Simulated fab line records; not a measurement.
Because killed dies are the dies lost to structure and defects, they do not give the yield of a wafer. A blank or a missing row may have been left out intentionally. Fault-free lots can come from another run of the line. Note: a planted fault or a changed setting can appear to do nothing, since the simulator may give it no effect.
2 desks, one fault | flow gf180mcu | every desk sees just its own numbers, and what lay behind them comes last

TOOL OWNER'S DESK, implanter-03
The tool's own readings at GF_HV_LDD_IMPLANT_34: means of the sampled wafers that have a number, for each lot that ran on this tool. Marked OUT: a lot whose mean sits more than 4 standard deviations from the usual mean, which makes it out of limits; the brackets give that distance.
Columns: A = rotation-deg at GF_HV_LDD_IMPLANT_34, usual 89.998 degrees; B = tilt-deg at GF_HV_LDD_IMPLANT_34, usual 30.001 degrees
lot  | first seen here | A      | B
L878 | day 14 05:09    | 90.024 | 30.012
L881 | day 15 12:10    | 89.984 | 30.006
L890 | day 18 03:50    | 89.996 | 29.994
This desk's finding: nothing out of limits on any of the 3 lots.

FROM THE METROLOGY DESK
Lot by lot, what the gauges showed, no matter which tool ran the lot: averages of those sampled wafers that carry a number. Marked OUT: a lot whose mean sits more than 4 standard deviations from the usual mean, which makes it out of limits; the brackets give that distance. 7 of its 10 readings are shown, namely those furthest out on some lot.
Columns: A = HV_LDD_02_OVL at GF_HV_LDD_OVL_MEAS_32, usual 0.2 nm; B = cd-nm at GF_HV_LDD_CD_MEAS_46, usual 399.6 nm; C = HV_LDD_03_OVL at GF_HV_LDD_OVL_MEAS_47, usual -0.9 nm; D = HV_LDD_4_TW at GF_HV_LDD_TW_MEAS_50, usual 566; E = HV_LDD_RS at GF_HV_LDD_RS_MEAS_53, usual 418.4 ohm/sq; F = HV_LDD_CVD_54_THK at GF_HV_LDD_THK_MEAS_55, usual 9.93 nm; G = HV_LDD_CVD_56_THK at GF_HV_LDD_THK_MEAS_57, usual 89.3 nm
lot  | first seen here | A    | B     | C    | D   | E     | F     | G
L872 | day 11 11:07    | 2.0  | 400.8 | -1.0 | 565 | 419.6 | 10.11 | 90.9
L878 | day 13 08:36    | -0.8 | 394.5 | 0.2  | 571 | 418.2 | 9.97  | 88.7
L880 | day 14 01:28    | -0.6 | 398.3 | -1.0 | 563 | 419.4 | 9.64  | 89.1
L881 | day 14 14:34    | -1.4 | 402.0 | -0.1 | 563 | 418.7 | 9.99  | 88.5
L890 | day 17 03:55    | 0.7  | 399.9 | -2.7 | 561 | 418.9 | 9.76  | 89.3
This desk's finding: nothing out of limits on any of the 5 lots.

ALL TOGETHER
Nothing out of limits was seen by the tool owner's desk.
The metrology desk saw nothing out of limits.

WHAT HAD BEEN PUT IN BY THE SIMULATOR
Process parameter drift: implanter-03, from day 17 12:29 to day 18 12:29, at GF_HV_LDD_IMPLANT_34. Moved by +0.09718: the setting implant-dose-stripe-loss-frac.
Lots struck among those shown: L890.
